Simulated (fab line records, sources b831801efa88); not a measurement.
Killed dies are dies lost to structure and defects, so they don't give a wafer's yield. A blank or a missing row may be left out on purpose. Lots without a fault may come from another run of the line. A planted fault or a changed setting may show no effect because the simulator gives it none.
Chamber matching | flow gf180mcu | GF_V5_CMP_04 on cmp-01: 4 sister chambers
The step polishes SiO2. 16 wafers are shown with their chamber, then 8 later ones without.

WAFERS WITH THEIR CHAMBER
wafer  | chamber | motor_current_A (A) | slurry_flow_ml_min | retaining_ring_pressure_frac
L663.1 | 3       | 13.7                | 149.8              | 0.989
L663.3 | 1       | 10.6                | 149.5              | 1.005
L663.6 | 2       | 13.0                | 149.8              | 0.998
L665.1 | 3       | 13.7                | 150.2              | 1.007
L665.2 | 0       | 10.9                | 150.5              | 1.005
L665.3 | 2       | 12.7                | 150.0              | 0.993
L667.1 | 2       | 12.5                | 150.1              | 1.002
L667.2 | 0       | 11.2                | 149.5              | 0.996
L667.3 | 3       | 13.3                | 150.3              | 1.004
L670.1 | 0       | 10.9                | 149.9              | 1.002
L670.4 | 1       | 10.6                | 149.4              | 1.001
L670.5 | 0       | 11.0                | 149.3              | 1.007
L675.1 | 3       | 14.0                | 150.4              | 1.003
L675.3 | 1       | 10.1                | 149.2              | 0.994
L675.5 | 1       | 10.6                | 149.0              | 0.997
L679.2 | 2       | 13.2                | 150.0              | 1.001

SIGNATURES (means of the wafers above)
reading                      | chamber 0 | chamber 1 | chamber 2 | chamber 3 | scatter within a chamber
motor_current_A              | 11.000    | 10.475    | 12.850    | 13.675    | 0.256
slurry_flow_ml_min           | 149.800   | 149.275   | 149.975   | 150.175   | 0.322
retaining_ring_pressure_frac | 1.00250   | 0.99925   | 0.99850   | 1.00075   | 0.00562
Rule: a wafer's distance from a chamber is the root of the sum, over the readings, of the square of ((its reading less the chamber's mean) divided by the reading's scatter). The wafer belongs to the nearest chamber; if the next one is less than 2 further off, it can't be placed. The scatter: the root of (the sum of the squares of (reading less its chamber's mean) over the shown wafers, divided by (wafers less chambers)).

WAFERS WITHOUT THEIR CHAMBER
wafer  | motor_current_A (A) | slurry_flow_ml_min | retaining_ring_pressure_frac
L679.5 | 14.1                | 149.8              | 0.992
L679.6 | 11.0                | 149.5              | 1.001
L680.1 | 11.1                | 149.6              | 0.995
L680.2 | 10.7                | 149.2              | 1.002
L680.6 | 14.3                | 149.5              | 1.000
L681.1 | 10.9                | 149.2              | 1.007
L681.3 | 13.0                | 150.4              | 0.993
L681.4 | 13.6                | 150.5              | 0.993

WHICH CHAMBER EACH WENT THROUGH
wafer  | from the rows above     | in truth
L679.5 | 3                       | 3
L679.6 | can't be placed: 0 or 1 | 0
L680.1 | can't be placed: 0 or 1 | 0
L680.2 | can't be placed: 1 or 0 | 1
L680.6 | 3                       | 3
L681.1 | can't be placed: 0 or 1 | 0
L681.3 | can't be placed: 2 or 3 | 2
L681.4 | can't be placed: 3 or 2 | 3
Placed correctly: 2 of 8. Can't be placed from these rows: 6 (the true chamber is among the candidates in 6). Placed wrongly: 0.
